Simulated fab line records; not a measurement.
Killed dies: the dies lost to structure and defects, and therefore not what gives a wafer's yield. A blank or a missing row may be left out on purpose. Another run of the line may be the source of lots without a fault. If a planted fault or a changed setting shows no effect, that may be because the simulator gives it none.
Struck lot and sound lot, side by side :: flow sky130 :: 16 steps out of a route of 708
Sound: these wafers, L504.2, L504.4, L504.5. Struck: wafers L518.1, L518.3, L518.6. The cause comes at the end.
At each step with rows: each side's tool, then ch and its chambers, then its first start. Under that, the readings that differ: sound wafers :: struck wafers :: difference of the means :: sigmas: that difference in standard deviations of wafers without a fault.
alike: words and numbers the same on both sides, and readings whose means are apart by under 2 such deviations; not compared: readings that were withheld, readings missing a value for some wafer, numbers with overlapping values and no deviation given by the record, and bounds like >300 which may hide the same value.
Wherever a step has rows on one side only, a row that says differs or no value, or a row with sigmas, the two part there. Numbers that have no deviation but don't overlap get no sigmas and don't part them. Lack of a reading on every wafer of one side parts them only where that side has two or more wafers.

SKY_NWELL_RS_MEAS_29: the measuring method here is four-point-probe.
  sound on filmMetro-03 at day 7 03:26; struck on filmMetro-04 at day 10 13:03
  alike: NWELL_RS
SKY_NWELL_RS_MEAS_31: the measuring method here is four-point-probe.
  sound on filmMetro-03 at day 7 03:40; struck on filmMetro-04 at day 10 13:17
  alike: PWDE_RS
then, 7 steps without rows for these wafers: SKY_VT_ADJUST_HVTP_DEHYDRATE_00 (time 60 s); SKY_VT_ADJUST_HVTP_HMDS_01 (prime time 60 s); SKY_VT_ADJUST_HVTP_COAT_02 (resist thk 1140 nm); SKY_VT_ADJUST_HVTP_SOFTBAKE_03 (time 60 s); SKY_VT_ADJUST_HVTP_EXPOSE_04 (exposes mask HVTPM, target cd 380 nm); SKY_VT_ADJUST_HVTP_PEB_05; SKY_VT_ADJUST_HVTP_DEVELOP_06 (develop time 60 s).
SKY_VT_ADJUST_HVTP_CD_MEAS_07: the cd target is 380 nm.
  sound on cdSem-01 at day 7 23:41; struck on cdSem-02 at day 11 12:33
  alike: cdNm
SKY_VT_ADJUST_HVTP_OVL_MEAS_08:
  sound on overlay-02 at day 7 23:47; struck on overlay-02 at day 11 12:40
  alike: VT_ADJUST_HVTP_OVL
SKY_VT_ADJUST_HVTP_IMPLANT_09:
  sound on implanter-02 ch 0, day 7 23:50; struck on implanter-01 ch 0, day 11 12:42
reading: doseIonsCm2
sound: 4.304e+12 4.304e+12 4.298e+12
struck: 1.535e+12 1.526e+12 1.529e+12
difference: -2.772e+12
sigmas: -99 or more

reading: faradayCurrentUA
sound: 24.0 24.0 24.1
struck: 8.7 8.6 8.5
difference: -15.4
sigmas: -32
  alike: beamEnergyKeV
SKY_VT_ADJUST_HVTP_STRIP_10: strips in O2/N2.
  sound on plasmaAsher-02 ch 0,1, day 7 23:58; struck on plasmaAsher-01 ch 0,1, day 11 12:51
  alike: drypumpMotorCurrentA, oesProductAu, stripTimeToEndpointS
  not compared: rfHoursCounterH
SKY_VT_ADJUST_HVTP_TW_MEAS_11:
  sound on filmMetro-01 at day 8 00:05; struck on filmMetro-04 at day 11 12:57
reading: VT_ADJUST_HVTP_TW
sound: 1369 1373 1370
struck: 971 969 977
difference: -398
sigmas: -61
then, 1 step without rows for these wafers: SKY_VT_ADJUST_LVTN_DEHYDRATE_00 (time 60 s).
-- record jumps: 39 days separate the struck wafers' starts on either side; left off in module VT_ADJUST_LVTN, taken up again in module PAD_OPEN, whose first shown step is the route's number 708 --
SKY_PAD_OPEN_PROBE_99:
  sound on prober-02 at day 47 16:11; struck on prober-01 at day 50 08:04
reading: killedAtOther
sound: 2 3 0
struck: 0 0 0
difference: -2
sigmas: -3
  alike: killed_at_M0_to_M3, killed_at_M4_up, killedAtContacts, killedAtFrontEnd, killedDies, killedOpen, killedShort

WHERE THEY PART
Last at SKY_PAD_OPEN_PROBE_99 as far as this record goes, first at SKY_VT_ADJUST_HVTP_IMPLANT_09.

WHY: the cause the simulator had injected
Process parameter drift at SKY_VT_ADJUST_HVTP_IMPLANT_09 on implanter-01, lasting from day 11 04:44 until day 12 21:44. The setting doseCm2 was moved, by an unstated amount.
